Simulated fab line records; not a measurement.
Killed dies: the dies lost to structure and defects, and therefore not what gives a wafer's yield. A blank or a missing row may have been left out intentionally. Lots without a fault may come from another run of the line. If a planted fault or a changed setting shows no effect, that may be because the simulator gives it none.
A lot that was struck, set against a sound lot -- flow sky130 -- 17 steps out of a route of 708
Sound: the wafers L200.1, L200.3, L200.5. The struck wafers were L194.2, L194.5, L194.6. Last of all comes the cause.
Per side, at each step with rows, come the tool, then ch with its chambers, and then its first start. Under that, the readings that differ: sound wafers -- struck wafers -- difference of the means -- sigmas: that difference in standard deviations of wafers without a fault.
alike: words and numbers the same on both sides, and readings whose means are apart by under 2 such deviations; not compared: readings that were withheld, readings missing a value for some wafer, numbers with overlapping values and no deviation given by the record, and bounds like >300 which may hide the same value.
Wherever a step has rows on one side only, a row that says differs or no value, or a row with sigmas, the two part there. Numbers that don't overlap but have no deviation are shown without sigmas and don't part them. Lack of a reading on every wafer of one side parts them only where that side has two or more wafers.

first, 2 steps without rows for these wafers: SKY_NWELL_IMPLANT_12; SKY_NWELL_IMPLANT_13.
SKY_NWELL_STRIP_14: strips in O2/N2.
  sound on plasmaAsher-02 ch 0,1, day 8 12:19; struck on plasmaAsher-03 ch 0,1, day 6 23:28
  alike: drypumpMotorCurrentA, oesProductAu, stripTimeToEndpointS
  not compared: rfHoursCounterH
SKY_NWELL_TW_MEAS_15:
  sound on filmMetro-03 at day 8 12:25; struck on filmMetro-03 at day 6 23:35
  alike: NWELL_TW
then, 7 steps without rows for these wafers: SKY_NWELL_DEHYDRATE_16 (time 60 s); SKY_NWELL_HMDS_17 (prime time 60 s); SKY_NWELL_COAT_18 (resist thk 3000 nm); SKY_NWELL_SOFTBAKE_19; SKY_NWELL_EXPOSE_20 (exposes mask NWM COMPLEMENT, target cd 840 nm); SKY_NWELL_PEB_21; SKY_NWELL_DEVELOP_22 (develop time 60 s).
SKY_NWELL_OVL_MEAS_23:
  sound on overlay-01 at day 9 09:14; struck on overlay-01 at day 7 19:04
  alike: NWELL_01_OVL
SKY_NWELL_IMPLANT_24:
  sound on implanter-02 ch 0, day 9 09:16; struck on implanter-03 ch 0, day 7 19:08
reading,sound,struck,difference,sigmas
doseIonsCm2,9.206e+12 9.207e+12 9.215e+12,1.0172e+13 1.0171e+13 1.0156e+13,+9.5700e+11,+99 or more
faradayCurrentUA,53.3 52.5 51.3,56.6 56.4 56.3,+4.1,+4
SKY_NWELL_STRIP_25: strips in O2/N2.
  sound on plasmaAsher-03 ch 0,1, day 9 09:25; struck on plasmaAsher-03 ch 0,1, day 7 19:15
  alike: drypumpMotorCurrentA, oesProductAu, stripTimeToEndpointS
  not compared: rfHoursCounterH
SKY_NWELL_TW_MEAS_26:
  sound on filmMetro-01 at day 9 09:31; struck on filmMetro-01 at day 7 19:22
reading,sound,struck,difference,sigmas
NWELL_2_TW,494.0 493.0 494.9,512.4 510.6 513.9,+18.3,+8
then, 1 step without rows for these wafers: SKY_NWELL_CLEAN_27 (cleans in SC1/SC2, time 150 s).
-- the record jumps here: 40 days lie between the struck wafers' starts before and after (it left off in module NWELL and takes up again in module PAD_OPEN, whose first step shown is number 708 of the route) --
SKY_PAD_OPEN_PROBE_99:
  sound on prober-02 at day 49 16:49; struck on prober-02 at day 48 05:57
reading,sound,struck,difference,sigmas
model.etest.pfet_16v.rOnOhmUm,1.547e+04 1.565e+04 1.566e+04,1.466e+04 1.436e+04 1.44e+04,-1.120e+03,
model.etest.resPwellUnderGate.rsOhmSq,2297 2305 2325,2129 2120 2121,-186,
model.etest.pfet_16v.driveUaUm,245.1 241.2 244.5,249.3 247.7 247.9,+4.7,
model.etest.fieldN.vtV (V),35.5 35.6 35.58,37.45 36.53 36.3,+1.20,
  alike: killed_at_M0_to_M3, killed_at_M4_up, killedAtContacts, killedAtFrontEnd, killedAtOther, killedDies, killedOpen, killedShort

== WHERE THEY PART ==
At SKY_NWELL_IMPLANT_24 first; at SKY_NWELL_TW_MEAS_26 last (within this record only). Later steps at which nothing parts them and some readings are alike: SKY_PAD_OPEN_PROBE_99.

WHY: the cause the simulator had injected
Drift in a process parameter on implanter-03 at SKY_NWELL_IMPLANT_24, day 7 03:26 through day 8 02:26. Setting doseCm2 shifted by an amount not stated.
